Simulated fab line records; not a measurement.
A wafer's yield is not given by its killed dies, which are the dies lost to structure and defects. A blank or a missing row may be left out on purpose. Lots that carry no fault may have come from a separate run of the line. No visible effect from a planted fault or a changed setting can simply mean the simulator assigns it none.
2 desks looking at one fault + flow gf180mcu + each desk has only its own numbers; what lay behind them comes last

METROLOGY DESK
Means of the sampled wafers that have a number, per lot and without regard to the tool the lot ran on: this is what the gauges read. Any lot whose mean is over 4 standard deviations away from the usual mean is out of limits and marked OUT; that distance is given in the brackets.
Columns: A = V4_CVD_00_THK at GF_V4_THK_MEAS_01, usual 599 nm
| lot  | first seen here | A   |
|------|-----------------|-----|
| L989 | day 23 06:47    | 592 |
| L990 | day 23 16:34    | 595 |
| L991 | day 24 02:13    | 606 |
| L992 | day 24 12:09    | 592 |
| L993 | day 24 15:54    | 596 |
| L994 | day 25 04:25    | 593 |
| L995 | day 25 14:32    | 595 |
| L996 | day 25 22:37    | 602 |
| L102 | day 27 19:57    | 606 |
| L103 | day 27 22:01    | 596 |
| L105 | day 28 23:08    | 595 |
| L106 | day 29 03:08    | 606 |
| L108 | day 29 14:14    | 597 |
| L110 | day 30 04:24    | 600 |
This desk's verdict: no lot among the 14 shows anything out of limits.

TOOL OWNER'S DESK, cmp-01
The tool's own readings at GF_STI_CMP_25 (polishes, stops on Si3N4, t overpolish 33 s, target thk 524.6 nm): means of the sampled wafers that have a number, for each lot that ran on this tool. Any lot whose mean is over 4 standard deviations away from the usual mean is out of limits and marked OUT; that distance is given in the brackets.
Columns: A = motorCurrentA at GF_STI_CMP_25, usual 11.8 A; B = overpolishRunS at GF_STI_CMP_25, usual 33.000 s; C = slurryFlowMlMin at GF_STI_CMP_25, usual 149.9; D = timeToEndpointS at GF_STI_CMP_25, usual 121 s
| lot  | first seen here | A    | B                        | C     | D   |
|------|-----------------|------|--------------------------|-------|-----|
| L989 | day 2 04:32     | 10.7 | 32.995                   | 150.3 | 119 |
| L990 | day 2 09:41     | 11.6 | 33.005                   | 149.8 | 121 |
| L992 | day 2 19:07     | 11.8 | 32.997                   | 149.7 | 124 |
| L993 | day 3 00:26     | 11.2 | 33.001                   | 149.9 | 121 |
| L102 | day 4 22:48     | 11.4 | 34.849 (+99 or more) OUT | 150.5 | 124 |
| L103 | day 5 02:01     | 12.0 | 34.848 (+99 or more) OUT | 149.4 | 116 |
| L105 | day 5 14:38     | 11.1 | 34.849 (+99 or more) OUT | 150.0 | 118 |
This desk's verdict: out of limits on L102, L103, L105, starting with L102 at day 4 22:48 (overpolishRunS at GF_STI_CMP_25). L989, L990, L992, L993: within limits.

ALL TOGETHER
At day 4 22:48, on L102, L103, L105, the tool owner's desk was in a position to raise an alarm.
Metrology desk: nothing out of limits seen.
The metrology desk has L102, L103, L105 on record, within its limits.
Every lot named ran GF_STI_CMP_25 on cmp-01.

WHAT THE SIMULATOR PUT IN
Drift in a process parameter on cmp-01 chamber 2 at GF_STI_CMP_25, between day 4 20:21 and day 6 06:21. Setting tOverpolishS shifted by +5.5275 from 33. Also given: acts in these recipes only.
Struck lots among those shown: L102, L103, L105.
Each desk's first reading out of limits, in hours after the fault started: the tool owner's desk, 2.
